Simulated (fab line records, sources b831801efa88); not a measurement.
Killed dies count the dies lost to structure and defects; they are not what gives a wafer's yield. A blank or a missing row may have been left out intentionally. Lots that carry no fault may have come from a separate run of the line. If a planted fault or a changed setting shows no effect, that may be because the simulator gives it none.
A struck lot beside a sound one	flow sky130	15 steps out of a route of 708
Sound: wafers L458.1, L458.5, L458.6. Struck: wafer L465.4. (L465.3, L465.5 of the same lot were not struck and are left out.) The cause comes at the end.
Per side, at each step with rows, come the tool, then ch with its chambers, and then its first start. Under that, the readings that differ: sound wafers	struck wafers	difference of the means	sigmas: that difference in standard deviations of wafers without a fault.
alike: words and numbers the same on both sides, and readings whose means are apart by under 2 such deviations; not compared: readings that were withheld, readings missing a value for some wafer, numbers with overlapping values and no deviation given by the record, and bounds like >300 which may hide the same value.
Wherever a step has rows on one side only, a row that says differs or no value, or a row with sigmas, the two part there. When numbers do not overlap yet have no deviation, they are printed without sigmas and do not part them. A reading missing from all wafers of one side parts the sides only when that side holds two or more wafers.

first, 8 steps without rows for these wafers: SKY_CONTACT_DEHYDRATE_06 (time 60 s); SKY_CONTACT_HMDS_07 (prime time 60 s); SKY_CONTACT_COAT_08 (resist thk 60 nm); SKY_CONTACT_COAT_09 (resist thk 450 nm); SKY_CONTACT_SOFTBAKE_10 (time 86.77 s); SKY_CONTACT_EXPOSE_11 (exposes mask CTM1, target cd 170 nm); SKY_CONTACT_PEB_12; SKY_CONTACT_DEVELOP_13 (develop time 60 s).
SKY_CONTACT_CD_MEAS_14 targets a cd of 170 nm.
  sound on cd sem-01 at day 32 10:36; struck on cd sem-01 at day 34 15:25
  alike: cd nm
SKY_CONTACT_OVL_MEAS_15:
  sound on overlay-02 at day 32 10:43; struck on overlay-01 at day 34 15:30
  alike: CONTACT_OVL
SKY_CONTACT_ETCH_16: etches BARC in N2/H2, stops on SiO2, time 45.9 s, target depth 60 nm.
  sound on rie diel-01 ch 0,1,2, day 32 10:46; struck on rie diel-02 ch 2, day 34 15:31
  alike: drypump motor current A, oes product au, rf fwd power W, throttle valve pct
  not compared: rf hours counter h
SKY_CONTACT_ETCH_17: etches SiO2 in C4F8/O2/Ar, stops on Si3N4, target depth 340 nm.
  sound on rie diel-01 ch 0,1,2, day 32 10:48; struck on rie diel-02 ch 2, day 34 15:34
  alike: oes product au, rf fwd power W
SKY_CONTACT_ETCH_18: etches Si3N4 in CHF3/O2, stops on TiN, time 39 s, target depth 75 nm.
  sound on rie diel-01 ch 0,1,2, day 32 10:00; struck on rie diel-02 ch 2, day 34 15:00
reading	sound	struck	difference	sigmas
rf fwd power W (W)	591.4 595.4 592.7	495.1	-98.1	-41
model.KrF-thick_of_CONTACT_COAT_09.thk nm (nm)	245.6 241.9 240.9	252.4	+9.6	
  alike: O2_flow_sccm, drypump motor current A, oes product au, throttle valve pct
  not compared: rf hours counter h
SKY_CONTACT_STRIP_19: strips in O2/N2.
  sound on plasma asher-01 ch 0,1, day 32 10:53; struck on plasma asher-04 ch 0, day 34 15:41
reading	sound	struck	difference	sigmas
oes product au (a.u.)	0.379 0.379 0.375	0.387	+0.009	+2
strip time to endpoint s (s)	3.644 3.604 3.592	3.725	+0.112	+4
  alike: drypump motor current A
  not compared: rf hours counter h
-- the record jumps here: 14 days lie between the struck wafers' starts before and after (it left off in module CONTACT and takes up again in module PAD_OPEN, whose first step shown is number 708 of the route) --
SKY_PAD_OPEN_PROBE_99:
  only the struck wafers here have rows in the record (prober-02, day 48 04:29); the sound ones have none

== WHERE THEY PART ==
First at SKY_CONTACT_ETCH_18; last, within this record, at SKY_PAD_OPEN_PROBE_99.

WHY: what the simulator had put in
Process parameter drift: rie diel-02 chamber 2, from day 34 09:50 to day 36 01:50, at SKY_CONTACT_ETCH_18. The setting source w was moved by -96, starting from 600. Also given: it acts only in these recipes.
